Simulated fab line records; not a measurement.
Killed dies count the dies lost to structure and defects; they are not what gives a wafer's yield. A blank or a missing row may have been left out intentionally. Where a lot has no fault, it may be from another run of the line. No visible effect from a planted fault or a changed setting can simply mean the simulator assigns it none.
fab line records -- flow sky130 -- part 2 of 2: steps 36 to 45 of 45
[record] lots = 5, wafers = 15, lastDay = 50
route steps=708 shown LDD_HVN@267 LDD_HVP@278 LDD_LDN@289 SPACER@304 POLY_CUT@307
lots untouched by any fault: they come from a run of this same line in which no faults occurred
startH: start of the lot's first displayed wafer, in hours after the record's first day -- waitH: hours from the lot's prior step to this one -- " identical to the entry in the row above -- L1.1+2: a single row standing in for several wafers -- - value missing, or start not given -- * or withheld: withheld -- < > ~ a bound
route shown NAME@n: names a module that has steps shown in the file, with the first one's number in the route -- usual: the fault-free wafers' mean and standard deviation -- same: alike in all rows -- chamber/n: place in a boat -- sites: each site's reading -- _std_site: standard deviation across them -- _edge_site: mean of outer sites minus mean of inner sites -- radiusMm: how far each site lies from the wafer's centre -- mask NAME#n: copy n -- behind: tool/chamber where the wafer was last shaped -- hold: why the lot was held/for how many hours/how that ended -- device: the n, p or np transistor that did not switch -- end of line: tests run on the same wafers once the route is complete -- where a step has no rows: the recipe by itself -- killed: dies that structure and defects cost at the first sort, which is not the same as the wafer's yield -- map: the dies of a wafer, with x for killed, . for not killed, _ for no die there
set.NAME: setting as actually run; set.NAME@STEP: the setting as run at that earlier step -- model.NAME: the simulator's own value behind a step, which no gauge read
certain route steps with their lots: each step a table, each wafer a row
services: a tool's chamber out of use, with start hour (startH, from the record's first day; less than 0 if before it), hours out, and reason
[[steps]]
[step SKY_LDD_LDN_TW_MEAS_13]
[usual] LDD_LDN_TW = 1492/13
lot.wafer,tool,chamber,startH,waitH,LDD_LDN_TW
L074.1,filmMetro-02,-,526.73,0.1,1458
L074.2,filmMetro-02,-,526.73,0.1,1452
L074.5,filmMetro-02,-,526.73,0.1,1468
L083.2,filmMetro-02,-,600.78,0.1,1475
L083.3,filmMetro-02,-,600.78,0.1,1459
L083.5,filmMetro-02,-,600.78,0.1,1470
L088.1,filmMetro-04,-,640.18,0.1,1496
L088.4,filmMetro-04,-,640.18,0.1,1496
L088.5,filmMetro-04,-,640.18,0.1,1495
L093.2,filmMetro-01,-,683.48,0.1,1506
L093.5,filmMetro-01,-,683.48,0.1,1500
L093.6,filmMetro-01,-,683.48,0.1,1501
L096.1,filmMetro-04,-,706.83,0.1,1498
L096.3,filmMetro-04,-,706.83,0.1,1489
L096.6,filmMetro-04,-,706.83,0.1,1498
[step SKY_LDD_LDN_CLEAN_14]
[recipe] chemistry = SC1/SC2, mix = 1:4:20, tempC = 70, timeS = 150, dry = n2Spin
[usual] tempC = 70.01/0.11
lot.wafer,tool,chamber,startH,waitH,tempC
L074.1,wetBench-03,1,526.79,0.1,70.08
L074.2,wetBench-03,1,526.79,0.1,70.11
L074.5,wetBench-03,1,526.79,0.1,70.10
L083.2,wetBench-02,3,600.83,0.0,69.89
L083.3,wetBench-02,3,600.83,0.0,69.98
L083.5,wetBench-02,3,600.83,0.0,69.79
L088.1,wetBench-03,2,640.24,0.1,69.93
L088.4,wetBench-03,2,640.24,0.1,69.94
L088.5,wetBench-03,2,640.24,0.1,69.98
L093.2,wetBench-02,2,683.53,0.0,70.10
L093.5,wetBench-02,2,683.53,0.0,69.87
L093.6,wetBench-02,2,683.53,0.0,70.08
L096.1,wetBench-02,2,706.89,0.1,69.79
L096.3,wetBench-02,2,706.89,0.1,69.91
L096.6,wetBench-02,2,706.89,0.1,70.05
[step SKY_SPACER_CVD_00]
[recipe] material = Si3N4, precursor = DCS/NH3, targetThkNm = 43.1, tempC = 770, timeS = 740, pressureMtorr = 250
[usual] zonePowerLowerPct = 12.5/0.47, zonePowerTopPct = 28.3/0.46
lot.wafer,tool,chamber,startH,waitH,zonePowerLowerPct,zonePowerTopPct
L074.1,lpcvd-02,0,526.85,0.0,12.5,27.8
L074.2,lpcvd-02,0,526.85,0.0,12.9,28.6
L074.5,lpcvd-02,0,526.85,0.0,12.7,28.5
L083.2,lpcvd-02,1,600.88,0.0,11.7,28.3
L083.3,lpcvd-02,1,600.88,0.0,11.8,27.3
L083.5,lpcvd-02,1,600.88,0.0,11.9,27.2
L088.1,lpcvd-02,0,640.78,0.5,12.7,28.1
L088.4,lpcvd-02,0,640.78,0.5,12.6,28.1
L088.5,lpcvd-02,0,640.78,0.5,12.8,28.6
L093.2,lpcvd-02,0,684.43,0.9,12.8,28.4
L093.5,lpcvd-02,0,684.43,0.9,12.9,28.6
L093.6,lpcvd-02,0,684.43,0.9,12.8,28.1
L096.1,lpcvd-02,0,708.74,1.8,12.8,28.5
L096.3,lpcvd-02,0,708.74,1.8,12.9,28.9
L096.6,lpcvd-02,0,708.74,1.8,12.7,28.9
[step SKY_SPACER_THK_MEAS_01]
[recipe] reads = Si3N4_of_SPACER_CVD_00
[usual] SPACER_CVD_00_THK = 43.1/0.46
lot.wafer,tool,chamber,startH,waitH,SPACER_CVD_00_THK[nm]
L074.1,filmMetro-04,-,528.10,0.1,43.0
L074.2,filmMetro-04,-,528.10,0.1,43.5
L074.5,filmMetro-04,-,528.10,0.1,43.0
L083.2,filmMetro-03,-,602.10,0.0,42.3
L083.3,filmMetro-03,-,602.10,0.0,42.9
L083.5,filmMetro-03,-,602.10,0.0,42.8
L088.1,filmMetro-04,-,641.99,0.0,43.2
L088.4,filmMetro-04,-,641.99,0.0,43.3
L088.5,filmMetro-04,-,641.99,0.0,43.1
L093.2,filmMetro-03,-,685.65,0.0,42.7
L093.5,filmMetro-03,-,685.65,0.0,42.7
L093.6,filmMetro-03,-,685.65,0.0,42.9
L096.1,filmMetro-04,-,709.94,0.0,43.3
L096.3,filmMetro-04,-,709.94,0.0,43.3
L096.6,filmMetro-04,-,709.94,0.0,43.3
[step SKY_SPACER_ETCHBACK_02]
[recipe] chemistry = CH3F/O2, target = Si3N4, stopOn = SiO2, sourceW = 400, biasW = 80, pressureMtorr = 25, ch3fFlowSccm = 40, O2_flow_sccm = 30, timeS = 46.7, targetDepthA = 450
[usual] drypumpMotorCurrentA = 5.7/0.48, oesProductAu = 0.855/0.0065, throttleValvePct = 10.563/0.0085
lot.wafer,tool,chamber,startH,waitH,drypumpMotorCurrentA,oesProductAu,rfHoursCounterH,throttleValvePct
L074.1,rieDiel-02,1,528.16,0.1,6.3,0.855,58,10.565
L074.2,rieDiel-02,0,528.16,0.1,6.1,0.855,59,10.568
L074.5,rieDiel-02,3,528.16,0.1,6.4,0.859,-,10.560
L083.2,rieDiel-02,0,602.15,0.0,6.1,0.848,61,10.554
L083.3,rieDiel-02,2,602.15,0.0,5.4,0.843,50,10.555
L083.5,rieDiel-02,0,602.15,0.0,6.1,0.854,-,10.562
L088.1,rieDiel-02,1,642.05,0.1,6.2,0.854,60,10.554
L088.4,rieDiel-02,0,642.05,0.1,6.1,0.855,61,10.580
L088.5,rieDiel-02,0,642.05,0.1,6.1,0.855,-,10.564
L093.2,rieDiel-02,0,685.70,0.0,6.1,0.847,0,10.550
L093.5,rieDiel-02,0,685.70,0.0,6.1,0.844,-,10.563
L093.6,rieDiel-02,3,685.70,0.0,6.4,0.853,-,10.562
L096.1,rieDiel-04,1,710.00,0.1,4.9,0.852,11,10.560
L096.3,rieDiel-04,0,710.00,0.1,5.3,0.859,11,10.571
L096.6,rieDiel-04,0,710.00,0.1,5.3,0.858,-,10.566
[step SKY_POLY_CUT_DEHYDRATE_00]
[recipe] tempC = 200, timeS = 60
lot.wafer,tool,chamber,startH,waitH
L074.1+2+5,lithoTrack-02,0,542.30,14.1
L083.2+3+5,lithoTrack-01,0,616.66,14.5
L088.1+4+5,lithoTrack-04,0,655.24,13.2
L093.2+5+6,lithoTrack-04,0,698.86,13.1
L096.1+3+6,lithoTrack-01,0,723.83,13.8
[step SKY_POLY_CUT_HMDS_01]
[recipe] primeTimeS = 60, primeTempC = 120
lot.wafer,tool,chamber,startH,waitH
L074.1+2+5,lithoTrack-02,0,542.45,0.1
L083.2+3+5,lithoTrack-01,0,616.81,0.1
L088.1+4+5,lithoTrack-04,0,655.39,0.1
L093.2+5+6,lithoTrack-04,0,699.01,0.1
L096.1+3+6,lithoTrack-01,0,723.98,0.1
[step SKY_POLY_CUT_COAT_02]
[recipe] resist = BARC, tempC = withheld, timeS = withheld, spinRpm = 3000, resistThkNm = 60
[usual] dispensePressureKPa = 52/3.8, spinSpeedRpm = 3000.2/2
lot.wafer,tool,chamber,startH,waitH,dispensePressureKPa,spinSpeedRpm
L074.1,lithoTrack-02,0,542.60,0.1,46,2998.7
L074.2,lithoTrack-02,0,542.60,0.1,46,3001.2
L074.5,lithoTrack-02,0,542.60,0.1,46,2999.0
L083.2,lithoTrack-01,0,616.96,0.1,54,2996.2
L083.3,lithoTrack-01,0,616.96,0.1,54,2998.9
L083.5,lithoTrack-01,0,616.96,0.1,54,3001.6
L088.1,lithoTrack-04,0,655.54,0.1,55,2999.1
L088.4,lithoTrack-04,0,655.54,0.1,55,3001.8
L088.5,lithoTrack-04,0,655.54,0.1,55,3003.6
L093.2,lithoTrack-04,0,699.16,0.1,55,3001.3
L093.5,lithoTrack-04,0,699.16,0.1,55,2999.8
L093.6,lithoTrack-04,0,699.16,0.1,55,2998.2
L096.1,lithoTrack-01,0,724.13,0.1,54,2998.0
L096.3,lithoTrack-01,0,724.13,0.1,54,2996.5
L096.6,lithoTrack-01,0,724.13,0.1,54,3001.2
[step SKY_POLY_CUT_COAT_03]
[recipe] resist = KrF-thick, spinRpm = 3000, resistThkNm = 450
[usual] dispensePressureKPa = 52/3.8, spinSpeedRpm = 2999.9/1.9
lot.wafer,tool,chamber,startH,waitH,dispensePressureKPa,spinSpeedRpm
L074.1,lithoTrack-02,0,-,-,46,3000.2
L074.2,lithoTrack-02,0,-,-,46,3000.7
L074.5,lithoTrack-02,0,-,-,46,3002.7
L083.2,lithoTrack-01,0,-,-,54,3000.3
L083.3,lithoTrack-01,0,-,-,54,2997.4
L083.5,lithoTrack-01,0,-,-,54,2999.9
L088.1,lithoTrack-04,0,-,-,55,3000.3
L088.4,lithoTrack-04,0,-,-,55,2997.5
L088.5,lithoTrack-04,0,-,-,55,2998.4
L093.2,lithoTrack-04,0,-,-,55,3001.4
L093.5,lithoTrack-04,0,-,-,55,3000.7
L093.6,lithoTrack-04,0,-,-,55,3002.4
L096.1,lithoTrack-01,0,-,-,54,3000.4
L096.3,lithoTrack-01,0,-,-,54,2998.9
L096.6,lithoTrack-01,0,-,-,54,3002.0
[step SKY_POLY_CUT_SOFTBAKE_04]
[recipe] tempC = 100, timeS = 90, resist = KrF-thick
lot.wafer,tool,chamber,startH,waitH
L074.1+2+5,lithoTrack-02,0,-,-
L083.2+3+5,lithoTrack-01,0,-,-
L088.1+4+5,lithoTrack-04,0,-,-
L093.2+5+6,lithoTrack-04,0,-,-
L096.1+3+6,lithoTrack-01,0,-,-
[[services]]
tool,chamber,startH,hours,kind
implanter-04,-,473.52,4.6,pm
implanter-04,-,520.52,10.4,repair
implanter-02,-,532.48,1.7,repair
implanter-02,-,547.76,19.5,pm
ilineStepper-01,-,559.31,1.7,pm
plasmaAsher-01,-,562.07,1.5,repair
implanter-02,-,573.48,1.4,repair
ilineStepper-01,-,586.00,3.8,repair
implanter-02,-,586.72,3.4,repair
implanter-02,-,600.26,4.1,repair
implanter-02,-,602.17,0.5,repair
rieDiel-02,0,620.46,4.4,repair
ilineStepper-02,-,644.69,1.2,repair
ilineStepper-02,-,645.99,6.8,repair
ilineStepper-02,-,668.61,4.4,pm
implanter-02,-,669.71,5.9,repair
plasmaAsher-04,-,672.66,10.0,pm
ilineStepper-02,-,689.86,1.7,pm
plasmaAsher-04,-,690.14,21.0,repair
ilineStepper-02,-,693.10,2.7,repair
implanter-02,-,695.39,2.8,pm
lpcvd-02,-,710.08,14.6,pm
implanter-02,-,717.51,0.5,repair
implanter-02,-,722.10,1.3,repair
